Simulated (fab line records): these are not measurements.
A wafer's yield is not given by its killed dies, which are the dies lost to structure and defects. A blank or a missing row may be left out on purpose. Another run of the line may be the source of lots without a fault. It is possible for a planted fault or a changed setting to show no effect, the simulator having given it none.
A struck lot beside a sound one / flow sky130 / 32 steps out of a route of 708
Sound: wafers L364.1, L364.3, L364.4. Wafers struck: L381.1, L381.3, L381.6. Last of all comes the cause.
Order at every step that has rows: each side's tool, ch and its chambers, its first start. Under that, the readings that differ: sound wafers / struck wafers / difference of the means / sigmas: that difference in standard deviations of wafers without a fault.
alike: same words and numbers on both sides, and readings whose means sit less than 2 such deviations apart. not compared: any withheld reading, any reading some wafer has no value for, any bound like >300 that may hide the same value, and any number with overlapping values for which the record gives no deviation.
Wherever a step has rows on one side only, a row that says differs or no value, or a row with sigmas, the two part there. Numbers that have no deviation but don't overlap get no sigmas and don't part them. A reading missing from all wafers of one side parts the sides only when that side holds two or more wafers.

SKY_PWDE_OVL_MEAS_07:
  sound on overlay-01 at day 5 03:11; struck on overlay-01 at day 8 19:25
reading=PWDE_OVL (nm); sound=3.5 4.8 4.0; struck=1.7 0.7 -0.9; difference=-3.6; sigmas=-3
then, 1 step without rows for these wafers: SKY_PWDE_IMPLANT_08.
SKY_PWDE_STRIP_09: strips in O2/N2.
  sound on plasma-asher-03 ch 0,1, day 5 03:23; struck on plasma-asher-04 ch 0,1, day 8 19:36
  alike: drypump-motor-current-A, oes-product-au, strip-time-to-endpoint-s
  not compared: rf-hours-counter-h
SKY_PWDE_TW_MEAS_10:
  sound on film-metro-04 at day 5 03:29; struck on film-metro-04 at day 8 19:42
  alike: PWDE_TW
then, 7 steps without rows for these wafers: SKY_NWELL_DEHYDRATE_03 (time 60 s); SKY_NWELL_HMDS_04 (prime time 60 s); SKY_NWELL_COAT_05 (resist thk 3000 nm); SKY_NWELL_SOFTBAKE_06; SKY_NWELL_EXPOSE_07 (exposes mask NWM, target cd 840 nm); SKY_NWELL_PEB_08; SKY_NWELL_DEVELOP_09 (develop time 60 s).
SKY_NWELL_OVL_MEAS_10:
  sound on overlay-02 at day 5 21:49; struck on overlay-02 at day 9 17:01
  alike: NWELL_00_OVL
SKY_NWELL_IMPLANT_11:
  sound on implanter-01 ch 0, day 5 21:51; struck on implanter-01 ch 0, day 9 17:22
  alike: beam-energy-keV
then, 2 steps without rows for these wafers: SKY_NWELL_IMPLANT_12; SKY_NWELL_IMPLANT_13.
SKY_NWELL_STRIP_14: strips in O2/N2.
  sound on plasma-asher-02 ch 0,1, day 5 22:18; struck on plasma-asher-04 ch 0, day 9 17:49
  alike: drypump-motor-current-A, oes-product-au, strip-time-to-endpoint-s
  not compared: rf-hours-counter-h
SKY_NWELL_TW_MEAS_15:
  sound on film-metro-03 at day 5 22:24; struck on film-metro-03 at day 9 18:10
reading=NWELL_TW; sound=1821 1822 1813; struck=2253 2257 2257; difference=+437; sigmas=+22
then, 7 steps without rows for these wafers: SKY_NWELL_DEHYDRATE_16 (time 60 s); SKY_NWELL_HMDS_17 (prime time 60 s); SKY_NWELL_COAT_18 (resist thk 3000 nm); SKY_NWELL_SOFTBAKE_19; SKY_NWELL_EXPOSE_20 (exposes mask NWM COMPLEMENT, target cd 840 nm); SKY_NWELL_PEB_21; SKY_NWELL_DEVELOP_22 (develop time 60 s).
SKY_NWELL_OVL_MEAS_23:
  sound on overlay-01 at day 6 16:40; struck on overlay-02 at day 10 14:49
  alike: NWELL_01_OVL
then, 1 step without rows for these wafers: SKY_NWELL_IMPLANT_24.
SKY_NWELL_STRIP_25: strips in O2/N2.
  sound on plasma-asher-02 ch 0,1, day 6 16:51; struck on plasma-asher-03 ch 0,1, day 10 15:00
  alike: drypump-motor-current-A, oes-product-au, strip-time-to-endpoint-s
  not compared: rf-hours-counter-h
SKY_NWELL_TW_MEAS_26:
  sound on film-metro-04 at day 6 16:57; struck on film-metro-03 at day 10 15:06
  alike: NWELL_2_TW
then, 1 step without rows for these wafers: SKY_NWELL_CLEAN_27 (cleans in SC1/SC2, time 150 s).
SKY_NWELL_RTA_28: time 30 s.
  sound on rtp-anneal-01 ch 0, day 6 17:04; struck on rtp-anneal-02 ch 0, day 10 15:16
  alike: chamber-o2-ppm, lamp-power-pct, wafer_temp_C_max
SKY_NWELL_RS_MEAS_29: the measuring method here is four-point-probe.
  sound on film-metro-01 at day 6 17:10; struck on film-metro-01 at day 10 15:43
reading=NWELL_RS (ohm/sq); sound=625.3 624.8 622.5; struck=431.8 430.0 430.2; difference=-193.5; sigmas=-99 or more
SKY_PAD_OPEN_PROBE_99:
  the record has rows for the sound wafers here (prober-01, day 47 03:59) and none for the struck ones

== WHERE THEY PART ==
Last at SKY_PAD_OPEN_PROBE_99 as far as this record goes, first at SKY_PWDE_OVL_MEAS_07.

WHY: whatever the simulator had introduced
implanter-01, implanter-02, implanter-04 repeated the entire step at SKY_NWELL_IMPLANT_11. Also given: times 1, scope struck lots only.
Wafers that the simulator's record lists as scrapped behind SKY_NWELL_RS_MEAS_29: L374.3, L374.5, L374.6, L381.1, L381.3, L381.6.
